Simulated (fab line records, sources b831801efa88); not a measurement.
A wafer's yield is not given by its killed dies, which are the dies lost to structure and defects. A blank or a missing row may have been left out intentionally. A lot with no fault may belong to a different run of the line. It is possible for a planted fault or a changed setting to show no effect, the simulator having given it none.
Which tool was responsible? + flow sfq_line + Sampling: 15 lots, 42 wafers, 2 of 325 route steps

== WHAT EACH GAUGE READ, for each wafer ==
SFQ_M3_RS_MEAS_919: measures by four-point-probe. Usual: M3_NB_RS 0.891 ohm/sq, standard deviation 0.009.
| lot  | measured     | on            | M3_NB_RS (ohm/sq)       | flag |
|------|--------------|---------------|-------------------------|------|
| L224 | day 30 06:59 | film_metro-04 | 0.889 0.903 0.895       |      |
| L225 | day 30 13:11 | film_metro-01 | 0.884 0.883 0.889       |      |
| L227 | day 31 04:20 | film_metro-03 | 0.885 0.890 0.888       |      |
| L231 | day 32 18:43 | film_metro-03 | 0.883 0.890 0.903       |      |
| L232 | day 32 19:55 | film_metro-04 | 0.896 0.892 0.890       |      |
| L234 | day 33 21:58 | film_metro-03 | 0.886 0.526 0.886 0.526 | OFF  |
| L235 | day 34 06:22 | film_metro-01 | 0.885 0.521 0.884 0.523 | OFF  |
| L236 | day 34 16:10 | film_metro-04 | 0.892 0.526 0.893 0.526 | OFF  |
| L240 | day 37 04:16 | film_metro-01 | 0.894 0.895 0.890       |      |
| L242 | day 37 23:10 | film_metro-01 | 0.908 0.907 0.907       |      |
| L243 | day 38 12:31 | film_metro-03 | 0.899 0.901 0.899       |      |
| L244 | day 38 13:41 | film_metro-01 | 0.900 0.907 0.914       |      |
| L245 | day 39 05:19 | film_metro-03 | 0.890 0.895 0.882       |      |
| L246 | day 39 15:03 | film_metro-01 | 0.901 0.893 0.898       |      |
| L247 | day 40 00:38 | film_metro-01 | 0.899 0.900 0.890       |      |

== WHAT TOOL EACH LOT RAN ON (gives the tool, then ch and the chambers of the sampled wafers, and finally the start) ==
| lot  | SFQ_TRILAYER_M3_DEP_SPUTTER_073 |
|------|---------------------------------|
| L224 | pvd_sputter-04, day 30 06:53    |
| L225 | pvd_sputter-04, day 30 13:05    |
| L227 | pvd_sputter-04, day 31 04:12    |
| L231 | pvd_sputter-06, day 32 18:36    |
| L232 | pvd_sputter-04, day 32 19:48    |
| L234 | pvd_sputter-04, day 33 21:53    |
| L235 | pvd_sputter-04, day 34 06:16    |
| L236 | pvd_sputter-04, day 34 16:05    |
| L240 | pvd_sputter-03, day 37 04:09    |
| L242 | pvd_sputter-04, day 37 23:04    |
| L243 | pvd_sputter-03, day 38 12:24    |
| L244 | pvd_sputter-04, day 38 13:36    |
| L245 | pvd_sputter-03, day 39 05:12    |
| L246 | pvd_sputter-04, day 39 14:55    |
| L247 | pvd_sputter-06, day 40 00:31    |
- SFQ_TRILAYER_M3_DEP_SPUTTER_073: material Nb, target thk 200 nm, time 133.3 s.

== AS READ BY THE TOOLS THEMSELVES (means over the sampled wafers that have a number; for cases with no such wafer, the mark the record gives instead) ==
SFQ_TRILAYER_M3_DEP_SPUTTER_073. Usual: cathode_dc_power_W 2000.0 W, standard deviation 0.33; throttle_valve_pct 30.5 %, standard deviation 0.95.
| lot  | tool           | cathode_dc_power_W (W) | throttle_valve_pct (%) | flag |
|------|----------------|------------------------|------------------------|------|
| L224 | pvd_sputter-04 | 1999.7                 | 30.4                   |      |
| L225 | pvd_sputter-04 | 2000.1                 | 31.0                   |      |
| L227 | pvd_sputter-04 | 1999.8                 | 30.5                   |      |
| L231 | pvd_sputter-06 | 1999.9                 | 30.2                   |      |
| L232 | pvd_sputter-04 | 1999.8                 | 30.8                   |      |
| L234 | pvd_sputter-04 | 1999.8                 | 31.2                   |      |
| L235 | pvd_sputter-04 | 2000.0                 | 30.1                   |      |
| L236 | pvd_sputter-04 | 1999.9                 | 30.9                   |      |
| L240 | pvd_sputter-03 | 2000.3                 | 30.4                   |      |
| L242 | pvd_sputter-04 | 2000.1                 | 31.0                   |      |
| L243 | pvd_sputter-03 | 2000.1                 | 30.2                   |      |
| L244 | pvd_sputter-04 | 2000.0                 | 31.0                   |      |
| L245 | pvd_sputter-03 | 1999.8                 | 30.1                   |      |
| L246 | pvd_sputter-04 | 1999.8                 | 31.0                   |      |
| L247 | pvd_sputter-06 | 1999.8                 | 30.3                   |      |

== THE ANSWER, worked out from the rows above alone ==
Rule: take the mean of a lot's wafers that have a number; if it is more than 3 standard deviations from the usual mean, the lot is off. A lot without any number at a reading at which 4 lots or more have one is off too. The other lots that the step has rows for count as sound. After the gauges, taken in route order, come the tools' own readings; for these a lot's mean is taken, as printed above. At the first step where some lot is off, the reading lying furthest off is the one used; lots without a number count as furthest.
Off: L234, L235, L236, seen at SFQ_M3_RS_MEAS_919 (M3_NB_RS).
A tool fits if, at a process step before that reading, it ran every lot that is off, and no sound lot after the first of them. The gauges at SFQ_M3_RS_MEAS_919 are tried like those tools. No candidate that was tried fits.

== WHAT THE SIMULATOR HAD PUT IN ==
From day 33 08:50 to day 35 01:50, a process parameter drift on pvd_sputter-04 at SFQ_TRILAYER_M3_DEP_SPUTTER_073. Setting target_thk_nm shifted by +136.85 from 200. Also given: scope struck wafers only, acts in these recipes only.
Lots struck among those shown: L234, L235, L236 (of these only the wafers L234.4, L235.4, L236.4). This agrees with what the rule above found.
